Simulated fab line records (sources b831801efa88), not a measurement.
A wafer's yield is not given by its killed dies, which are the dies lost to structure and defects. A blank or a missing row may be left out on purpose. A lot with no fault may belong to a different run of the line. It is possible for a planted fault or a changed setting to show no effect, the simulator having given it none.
Struck lot and sound lot, side by side :: flow gf180mcu :: 15 steps out of a route of 602
Sound: the wafers L638.2, L638.3, L638.5. Struck: wafer L643.3 (left out: L643.1, L643.4 of the same lot, which were not struck); the cause appears at the end.
Order at every step that has rows: each side's tool, ch and its chambers, its first start. Under that, the readings that differ: sound wafers :: struck wafers :: difference of the means :: sigmas: that difference in standard deviations of wafers without a fault.
alike: readings whose means differ by less than 2 such deviations, and words and numbers that are the same on both sides. not compared: withheld readings, readings that some wafer has no value for, bounds like >300 that may hide the same value, and numbers for which the record gives no deviation and whose values overlap.
The two part at a step that has a row with sigmas, a row that says differs or no value, or rows on one side only. Numbers that have no deviation but don't overlap get no sigmas and don't part them. Lack of a reading on every wafer of one side parts them only where that side has two or more wafers.

GF_V4_OVL_MEAS_15:
  sound on overlay-02 at day 24 16:31; struck on overlay-02 at day 26 06:22
  alike: V4_OVL
GF_V4_ETCH_16: etches BARC in N2/H2.
  sound on rie-diel-03 ch 1,2,3, day 24 16:32; struck on rie-diel-02 ch 2, day 26 06:25
  alike: bias-w, chamber-pressure-mTorr, drypump-motor-current-A, oes-product-au, throttle-valve-pct
then, 1 step without rows for these wafers: GF_V4_ETCH_17 (etches SiO2 in C4F8/O2/Ar, stops on TiN, target depth 630 nm).
GF_V4_STRIP_18: strips in O2/N2.
  sound on plasma-asher-03 ch 0, day 24 16:40; struck on plasma-asher-01 ch 0, day 26 06:32
reading: chamber-pressure-mTorr (mTorr)
sound: 1497.8 1500.9 1499.6
struck: 1502.4
difference: +3.0
sigmas: +2

reading: heater-power-w (W)
sound: 378 365 371
struck: 289
difference: -82
sigmas: -2
  alike: drypump-motor-current-A, o2-flow-sccm, oes-product-au
  not compared: rf-hours-counter-h
then, 2 steps without rows for these wafers: GF_V4_STRIP_19 (strips in post etch residue remover, time 1200 s); GF_V4_CLEAN_20 (cleans in DIW).
GF_V4_SPUTTER_21: material Ti, target thk 15 nm, time 80.02 s.
  sound on pvd-sputter-04 at day 24 17:12; struck on pvd-sputter-03 at day 26 07:04
  alike: throttle-valve-pct
then, 2 steps without rows for these wafers: GF_V4_SPUTTER_22 (material TiN, target thk 10 nm, time 40 s); GF_V4_CVD_23 (deposits W, target thk 350 nm, time 104.9 s).
GF_V4_RS_MEAS_24: the measuring method here is four-point-probe.
  sound on film-metro-01 at day 24 17:26; struck on film-metro-01 at day 26 07:17
  alike: V4_W_RS
GF_V4_THK_MEAS_25: measures by xrf.
  sound on film-metro-01 at day 24 17:32; struck on film-metro-01 at day 26 07:24
  alike: V4_W_THK
GF_V4_CMP_26: polishes, stops on SiO2, t overpolish 15 s, target thk 0 nm.
  sound on cmp-02 ch 1,3, day 24 17:40; struck on cmp-01 ch 2, day 26 07:28
  alike: motor-current-A, overpolish-run-s, time-to-endpoint-s
GF_MIM_SPUTTER_00: material Ti, target thk 37.5 nm, time 150 s.
  sound on pvd-sputter-03 at day 24 17:55; struck on pvd-sputter-04 at day 26 07:46
reading: model.Ti_of_MIM_SPUTTER_00.thk-nm (nm)
sound: 37.41 37.41 38
struck: 54.86
difference: +17.25
sigmas: 
  alike: throttle-valve-pct
GF_MIM_SPUTTER_01: material TiN, target thk 30 nm, time 25 s.
  sound on pvd-sputter-03 at day 24 18:01; struck on pvd-sputter-04 at day 26 07:52
  alike: throttle-valve-pct
after that, 1 step had no rows for these wafers: GF_PASSIVATION_PROBE_99.

WHERE THEY PART
Only at GF_V4_STRIP_18, as far as this record shows. Later steps at which nothing parts them and some readings are alike: GF_V4_SPUTTER_21, GF_V4_RS_MEAS_24, GF_V4_THK_MEAS_25, GF_V4_CMP_26, GF_MIM_SPUTTER_00, GF_MIM_SPUTTER_01.

WHY: what the simulator had put in
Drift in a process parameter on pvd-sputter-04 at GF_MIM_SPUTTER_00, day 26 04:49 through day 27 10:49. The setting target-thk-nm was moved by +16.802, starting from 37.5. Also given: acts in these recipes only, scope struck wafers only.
